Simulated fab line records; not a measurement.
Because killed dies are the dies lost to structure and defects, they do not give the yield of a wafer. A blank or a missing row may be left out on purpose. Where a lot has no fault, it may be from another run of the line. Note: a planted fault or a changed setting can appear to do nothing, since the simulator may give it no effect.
Which of the tools did it? | flow gf180mcu | 14 lots, 42 wafers sampled, at 2 steps of a route of 602

WHAT THE GAUGES SHOWED, per wafer
GF_V5_THK_MEAS_03.
lot  | measured     | on            | V5_CVD_02_THK (nm)
L906 | day 26 16:52 | film-metro-02 | 1446 1472 1468
L908 | day 27 14:18 | film-metro-01 | 1458 1458 1475
L907 | day 27 14:43 | film-metro-01 | 1449 1435 1457
L909 | day 27 16:03 | film-metro-02 | 1468 1472 1482
L910 | day 28 06:45 | film-metro-03 | 1454 1472 1472
L912 | day 28 17:56 | film-metro-02 | 1434 1447 1473
L913 | day 28 22:17 | film-metro-02 | 1423 1474 1457
L919 | day 30 15:35 | film-metro-02 | 1420 1409 1427
L921 | day 31 02:10 | film-metro-01 | 1465 1492 1470
L922 | day 31 07:22 | film-metro-01 | 1457 1466 1478
L923 | day 31 19:53 | film-metro-02 | 1448 1476 1475
L924 | day 31 22:35 | film-metro-02 | 1433 1475 1470
L926 | day 32 12:14 | film-metro-02 | 1423 1447 1446
L928 | day 32 20:39 | film-metro-03 | 1406 1426 1440

GF_V5_BOW_MEAS_05.
lot  | measured     | on            | V5_BOW (um)
L906 | day 26 17:15 | film-metro-03 | 147 142 143
L908 | day 27 14:55 | film-metro-02 | 132 143 137
L907 | day 27 15:13 | film-metro-02 | 140 131 146
L909 | day 27 16:26 | film-metro-02 | 113 125 120
L910 | day 28 07:08 | film-metro-02 | 119 128 131
L912 | day 28 18:18 | film-metro-03 | 133 130 145
L913 | day 28 22:40 | film-metro-02 | 128 126 133
L919 | day 30 15:56 | film-metro-01 | 132 125 128
L921 | day 31 02:32 | film-metro-02 | 152 142 134
L922 | day 31 07:43 | film-metro-02 | 146 146 138
L923 | day 31 20:19 | film-metro-03 | 130 130 130
L924 | day 31 23:01 | film-metro-03 | 123 122 131
L926 | day 32 12:46 | film-metro-03 | 131 133 125
L928 | day 32 21:01 | film-metro-03 | 140 137 128

TOOL THAT RAN EACH LOT (tool first, then ch and the chambers of the sampled wafers, then the start)
The record shows no process step preceding these readings.

WHAT THE TOOLS THEMSELVES READ (means of the sampled wafers that have a number; where no wafer has one, the mark that the record gives instead)
The record holds no such reading with a usual standard deviation.

THE ANSWER, worked out from the rows above alone
Rule: the lots themselves supply what counts as usual. Put in order of their means at a reading, lots are off if they are a third of the lots or fewer, leave a main group of 4 or more, and stand apart from it by a gap of 3 or more times the standard deviation of the main group's means; of several such gaps the widest counts. Not used: any main group whose means are identical at the precision the tables above print for the reading. Also off: a lot with no number at a reading for which 4 or more lots have one. All remaining lots with rows at the step are treated as sound. After the gauges, taken in route order, come the tools' own readings; for these a lot's mean is taken, as printed above. The first step at which some lot is off is used, and at that step the reading that is off furthest; a lot without a number counts as furthest.
Across all readings shown, no lot is off: no conclusion can be drawn from this.

WHAT HAD BEEN PUT IN BY THE SIMULATOR
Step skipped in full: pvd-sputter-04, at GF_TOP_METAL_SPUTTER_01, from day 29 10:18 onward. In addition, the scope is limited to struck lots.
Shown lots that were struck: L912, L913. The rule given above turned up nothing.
